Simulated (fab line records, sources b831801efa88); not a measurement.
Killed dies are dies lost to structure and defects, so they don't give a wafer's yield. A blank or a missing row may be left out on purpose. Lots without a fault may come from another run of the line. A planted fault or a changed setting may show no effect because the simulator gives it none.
fab line records | flow gf180mcu
record lots=6 wafers=18 last_day=33
route steps=602 shown V2@393 M3@409
lots that met no fault: from a run of the same line without faults
start_h: hours from the record's first day to the start of the lot's first wafer shown | wait_h: hours since the lot's step before | " the same as in the row above | L1.1+2: a row that stands for several wafers | - no value, or no start given | * or withheld: withheld | < > ~ a bound
route shown NAME@n: a module of which the file shows steps, and the number in the route of the first | usual: mean/standard deviation of fault-free wafers | same: alike in all rows | chamber/n: place in a boat | sites: the reading at each site | _std_site: their standard deviation | _edge_site: outer sites' mean less inner sites' | radius_mm: how far each site lies from the wafer's centre | mask NAME#n: copy n | behind: the tool/chamber that last shaped the wafer | hold: why the lot was held/for how many hours/how that ended | device: the transistor (n, p or np) that didn't switch | end of line: the same wafers' tests at the end of the route | a step without rows: its recipe alone | killed: dies lost to structure and defects at the first sort, not the wafer's yield | map: a wafer's dies, x killed, . not, _ none there
set.NAME: the setting as run; set.NAME@STEP: as run at that earlier step | model.NAME: the simulator's own value behind a step, which no gauge read
lots at some steps of the route; a table a step, a row a wafer
services: from which hour (start_h, from the record's first day; less than 0 if before it) a tool's chamber was out of use, for how many hours, and why
## steps
# step GF_V2_EXPOSE_11
# recipe mask_id=Via2 target_cd_nm=260 na=0.68 source_shape=conventional sigma_outer=0.6 dose_mj=38
# step GF_V2_PEB_12
# recipe peb_temp_c=135 peb_time_s=90 resist=KrF
# step GF_V2_DEVELOP_13
# recipe develop_time_s=60 resist=KrF dev_temp_c=21
# step GF_V2_CD_MEAS_14
# recipe target_cd_nm=260
# usual cd_nm=259.4/1.4
# columns lot.wafer tool chamber start_h wait_h cd_nm
L867.2 cd_sem-01 - 474.28 0.1 258.1
L867.3 " - " " 258.6
L867.5 " - " " 258.5
L869.3 cd_sem-02 - 489.72 0.1 259.5
L869.5 " - " " 259.2
L869.6 " - " " 259.8
L876.1 cd_sem-02 - 552.96 0.1 259.6
L876.3 " - " " 259.6
L876.5 " - " " 260.3
L878.1 cd_sem-01 - 569.56 0.1 261.3
L878.3 " - " " 261.6
L878.6 " - " " 261.9
L881.2 cd_sem-02 - 589.93 0.1 259.0
L881.5 " - " " 259.0
L881.6 " - " " 258.0
L886.1 cd_sem-01 - 629.33 0.1 261.4
L886.2 " - " " 260.6
L886.3 " - " " 260.5
# step GF_V2_OVL_MEAS_15
# usual V2_OVL=1/6.4
# columns lot.wafer tool chamber start_h wait_h V2_OVL[nm]
L867.2 overlay-01 - 474.39 0.1 2
L867.3 " - " " -3
L867.5 " - " " -3
L869.3 overlay-01 - 489.82 0.1 5
L869.5 " - " " 3
L869.6 " - " " 6
L876.1 overlay-01 - 553.08 0.1 -1
L876.3 " - " " -2
L876.5 " - " " -4
L878.1 overlay-02 - 569.68 0.1 4
L878.3 " - " " 14
L878.6 " - " " 6
L881.2 overlay-01 - 590.04 0.1 -4
L881.5 " - " " -2
L881.6 " - " " -5
L886.1 overlay-01 - 629.45 0.1 3
L886.2 " - " " 5
L886.3 " - " " 1
# step GF_V2_ETCH_16
# recipe chemistry=N2/H2 target_depth_a=withheld overetch_a=withheld time_s=withheld target=BARC ion_energy_ev=200 source_w=500 bias_w=100 pressure_mtorr=30 n2_flow_sccm=100 h2_flow_sccm=200
# usual drypump_motor_current_A=5.9/0.54 oes_product_au=0.855/0.005 throttle_valve_pct=13.226/0.0087
# columns lot.wafer tool chamber start_h wait_h drypump_motor_current_A oes_product_au throttle_valve_pct
L867.2 rie_diel-01 0 474.42 0.0 5.4 0.858 13.232
L867.3 " 3 " " 6.5 0.860 13.231
L867.5 " 2 " " 6.3 0.847 13.222
L869.3 rie_diel-01 2 489.84 0.0 6.3 0.857 13.233
L869.5 " 3 " " 6.5 0.869 13.212
L869.6 " 0 " " 5.4 0.860 13.217
L876.1 rie_diel-04 2 553.12 0.0 5.9 0.851 13.228
L876.3 " 3 " " 5.6 0.857 13.219
L876.5 " 0 " " 4.8 0.846 13.241
L878.1 rie_diel-03 0 569.71 0.0 5.1 0.854 13.235
L878.3 " 3 " " 5.1 0.858 13.233
L878.6 " 3 " " 5.1 0.847 13.217
L881.2 rie_diel-01 3 590.07 0.0 6.5 0.854 13.212
L881.5 " 2 " " 6.3 0.857 13.227
L881.6 " 3 " " 6.5 0.851 13.225
L886.1 rie_diel-04 3 629.49 0.0 5.6 0.854 13.220
L886.2 " 2 " " 5.9 0.863 13.221
L886.3 " 1 " " 6.4 0.864 13.216
# step GF_V2_ETCH_17
# recipe chemistry=C4F8/O2/Ar mask_material=KrF target=SiO2 stop_on=TiN source_w=1500 bias_w=1200 pressure_mtorr=40 c4f8_flow_sccm=withheld O2_flow_sccm=6 Ar_flow_sccm=300 time_s=withheld target_depth_a=6300
# usual oes_product_au=0.855/0.0045
# columns lot.wafer tool chamber start_h wait_h oes_product_au
L867.2 rie_diel-01 0 - - 0.857
L867.3 " 3 " " 0.859
L867.5 " 2 " " 0.851
L869.3 rie_diel-01 2 - - 0.852
L869.5 " 3 " " 0.859
L869.6 " 0 " " 0.859
L876.1 rie_diel-04 2 - - 0.856
L876.3 " 3 " " 0.858
L876.5 " 0 " " 0.847
L878.1 rie_diel-03 0 - - 0.856
L878.3 " 3 " " 0.852
L878.6 " 3 " " 0.862
L881.2 rie_diel-01 3 - - 0.848
L881.5 " 2 " " 0.854
L881.6 " 3 " " 0.854
L886.1 rie_diel-04 3 - - 0.847
L886.2 " 2 " " 0.857
L886.3 " 1 " " 0.854
# step GF_V2_STRIP_18
# recipe chemistry=O2/N2 power_w=1400 pressure_mtorr=1500 platen_temp_c=250 o2_flow_sccm=3000 n2_flow_sccm=300 overash_fraction=0.5
# usual drypump_motor_current_A=5.8/0.4 heater_power_w=331/22 oes_product_au=0.593/0.0046
# columns lot.wafer tool chamber start_h wait_h drypump_motor_current_A heater_power_w oes_product_au rf_hours_counter_h
L867.2 plasma_asher-04 1 474.55 - 5.3 321 0.596 4
L867.3 " 0 " " 6.3 346 0.593 -
L867.5 " 0 " " 6.3 349 0.587 -
L869.3 plasma_asher-04 0 490.00 - 6.2 348 0.588 -
L869.5 " 1 " " 5.3 318 0.593 -
L869.6 " 0 " " 6.2 355 0.594 -
L876.1 plasma_asher-03 0 553.25 - 6.2 370 0.588 95
L876.3 " 0 " " 6.2 380 0.590 -
L876.5 " 1 " " 5.4 318 0.596 -
L878.1 plasma_asher-03 0 569.84 - 6.2 375 0.599 97
L878.3 " 1 " " 5.4 312 0.596 -
L878.6 " 0 " " 6.2 379 0.591 -
L881.2 plasma_asher-03 1 590.20 - 5.4 319 0.592 99
L881.5 " 0 " " 6.2 376 0.594 -
L881.6 " 1 " " 5.4 321 0.588 -
L886.1 plasma_asher-01 0 629.62 - 5.6 304 0.594 55
L886.2 " 1 " " 6.0 329 0.584 55
L886.3 " 0 " " 5.6 309 0.598 -
# step GF_V2_STRIP_19
# recipe chemistry=post_etch_residue_remover time_s=1200 temp_c=72.5
# step GF_V2_CLEAN_20
# recipe chemistry=DIW dry=n2_spin
# step GF_V2_SPUTTER_21
# recipe material=Ti target_thk_nm=15 chamber_pressure_pa=5 power_w=2500 substrate_temp_c=200 time_s=80.02
# usual chamber_pressure_pa=4.999/0.0093 throttle_valve_pct=30.5/1.6
# columns lot.wafer tool chamber start_h wait_h chamber_pressure_pa throttle_valve_pct
L867.2 pvd_sputter-03 - 475.08 0.0 5.002 31.6
L867.3 " - " " 4.982 32.8
L867.5 " - " " 4.994 31.8
L869.3 pvd_sputter-02 - 490.50 0.0 5.006 30.2
L869.5 " - " " 4.986 30.0
L869.6 " - " " 4.993 29.0
L876.1 pvd_sputter-03 - 553.78 0.0 4.992 30.0
L876.3 " - " " 5.006 32.7
L876.5 " - " " 4.992 27.9
L878.1 pvd_sputter-04 - 570.38 0.0 5.008 28.0
L878.3 " - " " 5.006 31.5
L878.6 " - " " 5.000 30.9
L881.2 pvd_sputter-03 - 590.73 0.0 5.001 32.9
L881.5 " - " " 5.015 27.6
L881.6 " - " " 4.997 31.8
L886.1 pvd_sputter-04 - 630.18 0.0 4.989 31.6
L886.2 " - " " 5.004 31.1
L886.3 " - " " 4.999 30.8
# step GF_V2_SPUTTER_22
# recipe material=TiN target_thk_nm=10 chamber_pressure_pa=5 power_w=4000 time_s=40
# step GF_V2_CVD_23
# recipe material=W target_thk_nm=350 time_s=104.94 temp_c=400 pressure_torr=40
# usual chamber_pressure_Torr=40.01/0.09 heater_power_w=898/57 susceptor_temp_C=400.00/0.24
# columns lot.wafer tool chamber start_h wait_h chamber_pressure_Torr heater_power_w since_wet_clean_h susceptor_temp_C model.W_of_V2_CVD_23.thk_nm
L867.2 cvd_w-01 0 475.18 0.0 40.16 1022 571 400.13 353.1
L867.3 " 0 " " 40.09 1007 - 400.03 355.6
L867.5 " 1 " " 40.12 852 - 400.06 350.3
L869.3 cvd_w-02 1 490.64 0.1 40.04 857 - 399.74 341.5
L869.5 " 0 " " 39.98 856 - 399.91 348.9
L869.6 " 1 " " 39.98 846 - 400.11 347.2
L876.1 cvd_w-01 1 553.88 0.0 39.99 793 650 383.22 260.7
L876.3 " 1 " " 39.96 794 - 383.89 256.2
L876.5 " 0 " " 40.02 1019 - 400.16 349.5
L878.1 cvd_w-01 1 570.48 0.0 40.00 775 666 383.49 260.3
L878.3 " 0 " " 40.04 998 - 400.09 353
L878.6 " 0 " " 40.05 983 - 400.07 353
L881.2 cvd_w-02 1 590.83 0.0 40.07 850 187 399.89 347.4
L881.5 " 1 " " 39.91 865 - 399.79 346.9
L881.6 " 0 " " 39.98 877 - 400.21 345.8
L886.1 cvd_w-02 0 630.28 0.0 39.94 868 226 399.92 348.2
L886.2 " 1 " " 39.95 865 226 400.01 348.1
L886.3 " 1 " " 39.98 874 - 399.52 345.6
# step GF_V2_RS_MEAS_24
# recipe thk_meas_gauge=four-point-probe reads=W_of_V2_CVD_23+TiN_of_V2_SPUTTER_22+Ti_of_V2_SPUTTER_21
# usual V2_W_RS=0.329/0.0035
# columns lot.wafer tool chamber start_h wait_h hold V2_W_RS[ohm/sq]
L867.2 film_metro-01 - 475.31 0.1 - 0.324
L867.3 " - " " - 0.322
L867.5 " - " " - 0.326
L869.3 film_metro-03 - 490.76 0.1 - 0.335
L869.5 " - " " - 0.328
L869.6 " - " " - 0.329
L876.1 film_metro-04 - 553.99 0.1 await_dispo/0.2h/release 0.442
L876.3 " - " " await_dispo/0.2h/release 0.449
L876.5 " - " " await_dispo/0.2h/release 0.328
L876.1 film_metro-04 - 554.28 0.3 - 0.442
L876.3 " - " " - 0.449
L876.5 " - " " - 0.328
L878.1 film_metro-03 - 570.59 0.1 await_dispo/0.2h/release 0.441
L878.3 " - " " await_dispo/0.2h/release 0.324
L878.6 " - " " await_dispo/0.2h/release 0.324
L878.1 film_metro-03 - 570.88 0.3 - 0.442
L878.3 " - " " - 0.324
L878.6 " - " " - 0.324
L881.2 film_metro-01 - 590.96 0.1 - 0.330
L881.5 " - " " - 0.330
L881.6 " - " " - 0.331
L886.1 film_metro-03 - 630.39 0.1 - 0.329
L886.2 " - " " - 0.328
L886.3 " - " " - 0.332
# step GF_V2_THK_MEAS_25
# recipe thk_meas_gauge=xrf reads=W_of_V2_CVD_23
# usual V2_W_THK=348/4.8
# columns lot.wafer tool chamber start_h wait_h hold V2_W_THK[nm]
L867.2 film_metro-01 - 475.42 0.1 - 348
L867.3 " - " " - 353
L867.5 " - " " - 347
L869.3 film_metro-03 - 490.86 0.1 - 343
L869.5 " - " " - 349
L869.6 " - " " - 349
L876.1 film_metro-04 - 561.05 6.8 await_dispo/0.2h/release 259
L876.3 " - " " await_dispo/0.2h/release 253
L876.5 " - " " await_dispo/0.2h/release 345
L876.1 film_metro-04 - 561.40 0.3 - 258
L876.3 " - " " - 254
L876.5 " - " " - 347
L878.1 film_metro-03 - 575.60 4.7 await_dispo/0.2h/release 261
L878.3 " - " " await_dispo/0.2h/release 353
L878.6 " - " " await_dispo/0.2h/release 353
L878.1 film_metro-03 - 575.83 0.2 - 260
L878.3 " - " " - 353
L878.6 " - " " - 352
L881.2 film_metro-01 - 591.07 0.1 - 347
L881.5 " - " " - 345
L881.6 " - " " - 345
L886.1 film_metro-03 - 630.51 0.1 - 350
L886.2 " - " " - 349
L886.3 " - " " - 347
# step GF_V2_CMP_26
# recipe stop_on=SiO2 down_force_psi=3.5 platen_rpm=60 t_overpolish_s=15 target_thk_nm=0 pad_velocity_m_s=0.94248
# usual motor_current_A=11.5/1.2 time_to_endpoint_s=84/4.7
# columns lot.wafer tool chamber start_h wait_h hold motor_current_A time_to_endpoint_s
L867.3 cmp-02 2 475.57 0.1 - 9.1 87
L867.2 " 3 " " - 11.0 87
L867.5 " 0 " " - 11.5 76
L869.3 cmp-01 1 491.00 0.1 - 12.5 86
L869.6 " 3 " " - 13.2 85
L869.5 " 0 " " - 11.9 84
L876.1 cmp-01 1 575.70 14.3 await_dispo/6.5h/release 12.0 63
L876.3 " 3 " " await_dispo/6.5h/release 12.9 62
L876.5 " 1 " " await_dispo/6.5h/release 11.2 84
L878.3 cmp-02 3 578.92 3.1 await_dispo/2.7h/release 11.1 86
L878.1 " 2 " " await_dispo/2.7h/release 9.2 60
L878.6 " 3 " " await_dispo/2.7h/release 11.2 86
L881.2 cmp-02 1 591.12 0.0 - 11.6 79
L881.6 " 1 " " - 11.7 84
L881.5 " 2 " " - 8.7 89
L886.1 cmp-02 0 630.62 0.1 - 10.5 78
L886.2 " 1 " " - 11.4 78
L886.3 " 2 " " - 9.0 84
# step GF_M3_SPUTTER_00
# recipe material=Ti target_thk_nm=37.5 arriving_ion_energy_ev=80 substrate_temp_c=200 chamber_pressure_pa=2 power_w=4000 time_s=150
# usual chamber_pressure_pa=2.000/0.004 throttle_valve_pct=30.1/1.4
# columns lot.wafer tool chamber start_h wait_h chamber_pressure_pa throttle_valve_pct
L867.2 pvd_sputter-01 - 475.77 0.1 2.003 28.7
L867.3 " - " " 2.005 29.1
L867.5 " - " " 2.003 29.3
L869.3 pvd_sputter-03 - 491.20 0.1 1.997 27.6
L869.5 " - " " 1.993 27.9
L869.6 " - " " 2.000 31.6
L876.1 pvd_sputter-02 - 575.95 0.2 1.993 31.5
L876.3 " - " " 2.001 28.9
L876.5 " - " " 1.995 29.9
L878.1 pvd_sputter-02 - 579.22 0.1 2.004 31.1
L878.3 " - " " 1.996 30.3
L878.6 " - " " 2.007 31.0
L881.2 pvd_sputter-01 - 591.42 0.2 2.000 28.4
L881.5 " - " " 2.003 29.5
L881.6 " - " " 1.998 28.3
L886.1 pvd_sputter-02 - 630.87 0.2 1.995 31.3
L886.2 " - " " 2.001 30.8
L886.3 " - " " 2.003 30.0
## services
# columns tool chamber start_h hours kind
pvd_sputter-03 - 453.06 13.1 repair
rie_diel-03 0 455.39 2.1 repair
pvd_sputter-01 - 456.40 1.1 repair
cvd_w-02 - 481.81 6.9 pm
rie_diel-01 - 482.46 2.8 pm
rie_diel-03 3 491.15 4.0 repair
cvd_w-02 - 497.44 0.7 repair
cvd_w-02 0 503.85 4.3 repair
pvd_sputter-03 - 520.81 3.6 repair
rie_diel-01 - 543.56 0.7 repair
plasma_asher-04 - 550.29 3.8 repair
cmp-01 - 561.55 9.4 pm
cmp-01 - 570.90 4.7 pm
cmp-02 - 572.39 4.0 pm
rie_diel-01 3 575.70 7.0 repair
rie_diel-01 1 583.02 17.3 repair
rie_diel-01 - 587.02 0.4 repair
rie_diel-01 0 591.04 7.9 repair
cmp-02 - 591.66 0.7 repair
pvd_sputter-02 - 593.06 27.1 repair
cmp-02 - 598.84 0.6 repair
rie_diel-04 2 608.10 5.5 repair
rie_diel-01 - 610.15 3.4 repair
rie_diel-04 0 628.02 20.5 repair
## key
first_sign step=GF_V2_CVD_23 reading=susceptor_temp_C direction=down sigmas=69 usual=* struck=*
effect step=GF_V2_RS_MEAS_24 reading=visit direction=added
effect step=GF_V2_RS_MEAS_24 reading=V2_W_RS direction=up sigmas=33 usual=0.329 struck=0.444
effect step=GF_V2_THK_MEAS_25 reading=visit direction=added
effect step=GF_V2_THK_MEAS_25 reading=V2_W_THK direction=down sigmas=19 usual=348 struck=257
effect step=GF_V2_CMP_26 reading=time_to_endpoint_s direction=down sigmas=4.6 usual=* struck=*
model_effect step=GF_V2_CVD_23 value=W_of_V2_CVD_23.thk_nm without=349.6 struck=259
met_at GF_V2_CVD_23
struck_wafers L876.1,L876.3,L878.1
onset_between 475.18 553.88
fault kind=process_parameter_drift tool=cvd_w-01 chamber=1 onset_h=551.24 steps=GF_V2_CVD_23 channel=temp_c offset=* shape=step end_h=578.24 acts_in=* stated=*
